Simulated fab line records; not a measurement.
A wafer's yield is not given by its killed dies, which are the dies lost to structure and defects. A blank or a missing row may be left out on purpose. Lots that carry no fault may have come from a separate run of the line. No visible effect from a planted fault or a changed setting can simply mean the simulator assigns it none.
8D (eight disciplines) problem report, filled in by code | flow sky130 | the parts of the form that need people (team, actions taken, sign-off) are left out

1. WHAT IS WRONG
run-length-s at SKY_FIELD_ISO_WET_ETCH_30 reads a mean of 50 s on 9 wafers of 3 lots; wafers without a fault read 78 s with a standard deviation of 3. That is -9.3 standard deviations from the usual mean.
The step: etches SiO2 in dHF, target depth 25 nm, time 50 s.
First observed at day 5 05:02: wafer L212.1, on wet-bench-02. The record holds 36 wafers of 12 lots with a number at this step. The rule behind "out" and "out of limits": a value lying over 4 standard deviations away from the usual mean. The other wafers with a number count as sound.

2. WHAT IT IS, AND WHAT IT ISN'T
question                    | is                     | is not
which readings at this step | run-length-s           | -
which lots                  | L212, L213, L214       | L200, L201, L203, L205, L215, L216, L217, L218, L222
which wafers of those lots  | all that have a number | -
read on which tools         | wet-bench-02           | wet-bench-01, wet-bench-03
when                        | from day 5 05:02       | up to then (12 sound wafers); but 15 sound wafers of L215, L216, L217, L218, L222 came after

3. WHAT RULES OUT EACH SUSPECT
Counting: a tool at a process step up to the reading stays a suspect if it ran every lot that is out and no sound lot after the first of them.
- wet-bench-02 at SKY_FIELD_ISO_WET_ETCH_30 (etches SiO2 in dHF, target depth 25 nm, time 50 s): kept. Every lot that is out went through it, starting with L212 (day 5 05:02), and after that it ran no sound lot; the last sound lot it ran before then is L205 (day 3 18:50). On those wafers its own readings are out: run-length-s.
Remaining after the count: wet-bench-02 at SKY_FIELD_ISO_WET_ETCH_30.

4. THE CAUSE (what the simulator had put in)
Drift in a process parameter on wet-bench-02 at SKY_FIELD_ISO_WET_ETCH_30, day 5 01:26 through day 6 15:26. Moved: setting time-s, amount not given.
After counting, this tool was the only one left.

5. SEQUENCE OF EFFECTS, ordered by route
Rows list readings where the struck wafers' mean (over those with a number) sits beyond 3 standard deviations from the usual. Only readings whose record carries a usual standard deviation are examined. hours: median over the lots of the time between each lot's start at the first step of this table that gives one and its start at this step. sigmas: the change, counted in usual standard deviations.
hours | step                      | reading      | usual | on struck wafers | change | sigmas
0     | SKY_FIELD_ISO_WET_ETCH_30 | run-length-s | 78 s  | 50               | -28    | -9.3
It contains these process steps:
- SKY_FIELD_ISO_WET_ETCH_30: etches SiO2 in dHF, target depth 25 nm, time 50 s.
At these later measuring or inspecting steps, every struck wafer for which the step has a row has a number for every such reading, and none has moved that far: SKY_POLY_GATE_CD_MEAS_13.

6. HOW IT WOULD HAVE BEEN CAUGHT EARLIER
The fault began at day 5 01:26; the first out-of-limits reading in this record came at day 5 05:02, 4 hours later.
